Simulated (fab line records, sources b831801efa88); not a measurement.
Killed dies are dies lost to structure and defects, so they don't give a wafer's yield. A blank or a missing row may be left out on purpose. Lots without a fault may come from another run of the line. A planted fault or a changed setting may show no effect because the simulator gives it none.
Which tool did it? | flow sky130 | 9 lots, 27 wafers sampled, at 6 steps of a route of 708

WHAT THE GAUGES READ, wafer by wafer
SKY_VIA3_THK_MEAS_23: measures by xrf.
lot  | measured     | on            | VIA3_W_THK (nm)
L835 | day 40 09:56 | film_metro-04 | 378 371 374
L836 | day 40 12:37 | film_metro-02 | 394 388 396
L838 | day 40 22:46 | film_metro-01 | 380 377 378
L847 | day 43 22:51 | film_metro-01 | 375 388 388
L849 | day 44 10:44 | film_metro-01 | 381 395 396
L851 | day 44 19:13 | film_metro-04 | 391 384 387
L853 | day 45 01:58 | film_metro-01 | 379 381 384
L855 | day 45 14:45 | film_metro-01 | 381 383 379
L856 | day 46 08:29 | film_metro-01 | 379 374 377

SKY_CAP2M_RS_MEAS_03: measures by four-point-probe.
lot  | measured     | on            | CAP2M_TIN_RS (ohm/sq)
L835 | day 40 10:38 | film_metro-03 | 13.76 13.76 13.60
L836 | day 40 13:22 | film_metro-03 | 6.83 6.83 6.89
L838 | day 40 23:29 | film_metro-02 | 13.68 13.13 13.48
L847 | day 43 23:33 | film_metro-02 | 6.87 6.84 6.85
L849 | day 44 11:26 | film_metro-03 | 6.84 6.94 6.93
L851 | day 44 19:55 | film_metro-01 | 6.96 6.86 6.79
L853 | day 45 02:41 | film_metro-01 | 6.84 6.86 6.85
L855 | day 45 15:27 | film_metro-01 | 6.79 6.91 6.70
L856 | day 46 09:11 | film_metro-03 | 6.85 6.78 6.86

SKY_CAP2M_THK_MEAS_04: measures by xrf.
lot  | measured     | on            | CAP2M_TIN_THK (nm)
L835 | day 40 10:46 | film_metro-03 | 100.1 99.9 101.6
L836 | day 40 13:28 | film_metro-03 | 197.0 198.0 195.5
L838 | day 40 23:36 | film_metro-02 | 100.6 104.0 101.3
L847 | day 43 23:40 | film_metro-02 | 196.3 197.1 196.2
L849 | day 44 11:34 | film_metro-03 | 196.5 193.4 194.4
L851 | day 44 20:02 | film_metro-01 | 193.4 195.3 196.9
L853 | day 45 02:47 | film_metro-01 | 197.0 195.8 196.1
L855 | day 45 15:34 | film_metro-01 | 197.9 195.1 199.7
L856 | day 46 09:18 | film_metro-03 | 196.4 198.8 195.3

WHICH TOOL RAN EACH LOT (tool, then ch and the chambers of the sampled wafers, then the start)
lot  | SKY_METAL4_SPUTTER_01        | SKY_METAL4_SPUTTER_03        | SKY_CAP2M_SPUTTER_02
L835 | pvd_sputter-03, day 40 10:19 | pvd_sputter-03, day 40 10:23 | pvd_sputter-04, day 40 10:32
L836 | pvd_sputter-01, day 40 12:59 | pvd_sputter-01, day 40 13:03 | pvd_sputter-02, day 40 13:12
L838 | pvd_sputter-02, day 40 23:09 | pvd_sputter-02, day 40 23:13 | pvd_sputter-04, day 40 23:22
L847 | pvd_sputter-02, day 43 23:14 | pvd_sputter-02, day 43 23:17 | pvd_sputter-04, day 43 23:26
L849 | pvd_sputter-02, day 44 11:07 | pvd_sputter-02, day 44 11:11 | pvd_sputter-04, day 44 11:20
L851 | pvd_sputter-02, day 44 19:35 | pvd_sputter-02, day 44 19:39 | pvd_sputter-01, day 44 19:49
L853 | pvd_sputter-02, day 45 02:19 | pvd_sputter-02, day 45 02:23 | pvd_sputter-04, day 45 02:32
L855 | pvd_sputter-03, day 45 15:08 | pvd_sputter-03, day 45 15:11 | pvd_sputter-04, day 45 15:20
L856 | pvd_sputter-01, day 46 08:51 | pvd_sputter-01, day 46 08:55 | pvd_sputter-04, day 46 09:04
- SKY_METAL4_SPUTTER_01: material TiN, target thk 20 nm, time 16.7 s.
- SKY_METAL4_SPUTTER_03: material Ti, target thk 5 nm, time 3.3 s.
- SKY_CAP2M_SPUTTER_02: material TiN, target thk 200 nm, time 166.7 s.

WHAT THE TOOLS THEMSELVES READ (means of the sampled wafers that have a number; where no wafer has one, the mark that the record gives instead)
SKY_METAL4_SPUTTER_01.
lot  | tool           | cathode_dc_power_W (W) | throttle_valve_pct (%)
L835 | pvd_sputter-03 | 6499.9                 | 30.5
L836 | pvd_sputter-01 | 6500.0                 | 29.2
L838 | pvd_sputter-02 | 6500.0                 | 30.2
L847 | pvd_sputter-02 | 6500.7                 | 29.8
L849 | pvd_sputter-02 | 6498.6                 | 30.5
L851 | pvd_sputter-02 | 6500.0                 | 30.6
L853 | pvd_sputter-02 | 6500.2                 | 29.6
L855 | pvd_sputter-03 | 6500.0                 | 30.4
L856 | pvd_sputter-01 | 6499.5                 | 29.6

SKY_METAL4_SPUTTER_03.
lot  | tool           | cathode_dc_power_W (W) | throttle_valve_pct (%)
L835 | pvd_sputter-03 | 2999.7                 | 30.6
L836 | pvd_sputter-01 | 3000.0                 | 29.2
L838 | pvd_sputter-02 | 3000.2                 | 30.1
L847 | pvd_sputter-02 | 3000.4                 | 29.9
L849 | pvd_sputter-02 | 2999.7                 | 30.5
L851 | pvd_sputter-02 | 2999.9                 | 30.5
L853 | pvd_sputter-02 | 2999.8                 | 29.4
L855 | pvd_sputter-03 | 3000.1                 | 30.5
L856 | pvd_sputter-01 | 3000.0                 | 29.8

SKY_CAP2M_SPUTTER_02.
lot  | tool           | cathode_dc_power_W (W) | susceptor_temp_C (C) | throttle_valve_pct (%)
L835 | pvd_sputter-04 | 3395.9                 | 300.13               | 28.5
L836 | pvd_sputter-02 | 6500.1                 | 299.88               | 30.4
L838 | pvd_sputter-04 | 3395.6                 | 299.95               | 29.6
L847 | pvd_sputter-04 | 6500.6                 | 299.88               | 30.6
L849 | pvd_sputter-04 | 6499.3                 | 300.12               | 28.5
L851 | pvd_sputter-01 | 6500.4                 | 300.14               | 30.6
L853 | pvd_sputter-04 | 6499.6                 | 300.20               | 28.6
L855 | pvd_sputter-04 | 6500.2                 | 300.02               | 29.6
L856 | pvd_sputter-04 | 6499.6                 | 299.88               | 29.8

THE ANSWER, worked out from the rows above alone
Rule: what is usual is taken from the lots themselves. Put in order of their means at a reading, lots are off if they are a third of the lots or fewer, leave a main group of 4 or more, and stand apart from it by a gap of 3 or more times the standard deviation of the main group's means; of several such gaps the widest counts. A main group whose means are all the same, to the digits that the tables above print for the reading, isn't used. A lot without any number at a reading at which 4 lots or more have one is off too. The other lots that the step has rows for count as sound. The gauges are gone through in route order, then the tools' own readings, and for those a lot's mean is taken as printed above. The first step at which some lot is off is used, and at that step the reading that is off furthest; a lot without a number counts as furthest.
Off: L835, L838, at SKY_CAP2M_RS_MEAS_03 (CAP2M_TIN_RS). The main group: mean 6.85 ohm/sq, standard deviation 0.03.
A tool fits if, at a process step before that reading, it ran every lot that is off, and no sound lot after the first of them. The gauges at SKY_CAP2M_RS_MEAS_03 aren't tried: what is off there is off at SKY_CAP2M_SPUTTER_02 too, on other tools, and a gauge's error can't cause that. None of those tried fits.

WHAT THE SIMULATOR HAD PUT IN
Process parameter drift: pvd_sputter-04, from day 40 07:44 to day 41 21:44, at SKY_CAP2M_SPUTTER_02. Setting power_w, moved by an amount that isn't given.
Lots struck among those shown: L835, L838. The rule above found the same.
